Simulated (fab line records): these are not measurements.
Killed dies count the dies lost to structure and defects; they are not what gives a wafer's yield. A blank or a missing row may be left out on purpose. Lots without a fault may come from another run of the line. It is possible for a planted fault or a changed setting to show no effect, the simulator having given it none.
2 desks, one fault / flow gf180mcu / numbers are kept per desk, each desk with only its own; the story behind them comes last

## DESK OF THE TOOL OWNER: pecvd-01
The tool's own readings at GF_SAB_CVD_00 (deposits SiO2 from TEOS, target thk 50 nm, time 4.9302 s): means of the sampled wafers that have a number, for each lot that ran on this tool. Marked OUT: a lot whose mean sits more than 4 standard deviations from the usual mean, which makes it out of limits; the brackets give that distance.
Columns: A = heater-power-w at GF_SAB_CVD_00, usual 678 W
lot=L671; first seen here=day 15 13:40; A=697
lot=L673; first seen here=day 16 09:00; A=848
lot=L676; first seen here=day 18 07:08; A=751
lot=L679; first seen here=day 18 17:09; A=715
lot=L680; first seen here=day 19 11:08; A=815
lot=L689; first seen here=day 22 04:05; A=664
Finding of this desk: none of the 6 lots has anything out of limits.

## FROM THE METROLOGY DESK
What the gauges read for every lot (on any tool): the sampled wafers with a number, averaged. Marked OUT: a lot whose mean sits more than 4 standard deviations from the usual mean, which makes it out of limits; the brackets give that distance.
Columns: A = SAB_CVD_00_THK at GF_SAB_THK_MEAS_01, usual 50.0 nm
lot=L671; first seen here=day 15 13:50; A=49.4
lot=L672; first seen here=day 15 22:16; A=49.5
lot=L673; first seen here=day 16 09:02; A=50.3
lot=L675; first seen here=day 17 10:28; A=50.2
lot=L676; first seen here=day 18 07:10; A=25.3 (-35) OUT
lot=L679; first seen here=day 18 17:11; A=31.8 (-26) OUT
lot=L680; first seen here=day 19 11:14; A=38.4 (-17) OUT
lot=L686; first seen here=day 20 23:13; A=50.2
lot=L687; first seen here=day 21 08:39; A=50.2
lot=L688; first seen here=day 21 20:39; A=50.3
lot=L689; first seen here=day 22 04:07; A=49.6
lot=L690; first seen here=day 22 09:18; A=49.9
Per this desk, out of limits: L676, L679, L680; the first was L676, day 18 07:10 (SAB_CVD_00_THK at GF_SAB_THK_MEAS_01). In limits: L671, L672, L673, L675, L686, L687, L688, L689, L690.

## PUT TOGETHER
The metrology desk could have raised an alarm at day 18 07:10, on L676, L679, L680.
The tool owner's desk saw nothing out of limits.
On record at the tool owner's desk: L676, L679, L680, within its limits.
Of the lots named, all ran GF_SAB_CVD_00 on pecvd-01.

## WHAT THE SIMULATOR HAD INSERTED
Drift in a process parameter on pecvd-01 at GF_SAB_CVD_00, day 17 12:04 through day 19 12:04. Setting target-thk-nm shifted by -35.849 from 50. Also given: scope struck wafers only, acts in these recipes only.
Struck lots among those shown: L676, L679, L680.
Hours from the fault's start to each desk's first reading out of limits: the metrology desk, 19.
